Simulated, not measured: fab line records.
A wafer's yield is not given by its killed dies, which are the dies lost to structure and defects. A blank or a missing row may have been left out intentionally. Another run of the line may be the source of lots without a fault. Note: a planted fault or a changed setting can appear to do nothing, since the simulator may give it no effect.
A lot that was struck, set against a sound lot | flow sky130 | 14 out of 708 route steps
Sound: wafers L861.3, L861.4, L861.5. Struck: wafers L868.2, L868.5, L868.6. At the end, the cause is stated.
For every step that has rows: the tool of each side, followed by ch and its chambers, followed by its first start. Under that, the readings that differ: sound wafers | struck wafers | difference of the means | sigmas: that difference in standard deviations of wafers without a fault.
alike: readings whose means differ by less than 2 such deviations, and words and numbers that are the same on both sides. not compared: withheld readings, readings that some wafer has no value for, bounds like >300 that may hide the same value, and numbers for which the record gives no deviation and whose values overlap.
Wherever a step has rows on one side only, a row that says differs or no value, or a row with sigmas, the two part there. Numbers that have no deviation but don't overlap get no sigmas and don't part them. Lack of a reading on every wafer of one side parts them only where that side has two or more wafers.

SKY_CAPM_METAL_ETCH_13: etches TiN in Cl2/BCl3, stops on SiO2, target depth 220 nm, time 62.9 s.
  sound on rie-metal-02 ch 0,1, day 38 01:36; struck on rie-metal-01 ch 0,1, day 40 10:07
  alike: drypump-motor-current-A, oes-product-au, throttle-valve-pct
  not compared: rf-hours-counter-h
SKY_CAPM_STRIP_14: strips in O2/N2.
  sound on plasma-asher-03 ch 0,1, day 38 01:41; struck on plasma-asher-01 ch 0,1, day 40 10:11
  alike: drypump-motor-current-A, oes-product-au, strip-time-to-endpoint-s
  not compared: rf-hours-counter-h
then, 10 steps without rows for these wafers: SKY_CAPM_STRIP_15 (strips in post etch residue remover, time 1200 s); SKY_CAPM_CLEAN_16 (cleans in IPA, time 180 s); SKY_CAPM_CLEAN_17 (cleans in O3/DIW); SKY_METAL3_DEHYDRATE_05 (time 60 s); SKY_METAL3_HMDS_06 (prime time 60 s); SKY_METAL3_COAT_07 (resist thk 60 nm); SKY_METAL3_COAT_08 (resist thk 1140 nm); SKY_METAL3_SOFTBAKE_09 (time 90 s); SKY_METAL3_EXPOSE_10 (exposes mask MM3, target cd 300 nm); SKY_METAL3_PEB_11.
SKY_METAL3_DEVELOP_12: develop time 60 s.
  struck on litho-track-02, day 41 11:00; sound on litho-track-01 ch 0, day 39 03:00
  no value came back on the struck wafers for chill-plate-temp-C (C), develop-time-s (s); on the sound wafers chill-plate-temp-C (C) reads 22.97 23.07 22.98
  reading                                       | sound          | struck         | difference | sigmas
  model.KrF-thick_of_METAL3_COAT_08.thk-nm (nm) | 1130 1131 1132 | 1144 1144 1146 | +14        |
SKY_METAL3_CD_MEAS_13: the cd target is 300 nm.
  sound: cd-sem-01 at day 39 03:29; struck: cd-sem-02 at day 41 11:26
  reading    | sound             | struck | difference                    | sigmas
  cd-nm (nm) | 301.0 298.9 299.0 | - - -  | no value on the struck wafers |

== WHERE THEY PART ==
Earliest at SKY_METAL3_DEVELOP_12; latest, in this record, at SKY_METAL3_CD_MEAS_13.

WHY: the cause the simulator had injected
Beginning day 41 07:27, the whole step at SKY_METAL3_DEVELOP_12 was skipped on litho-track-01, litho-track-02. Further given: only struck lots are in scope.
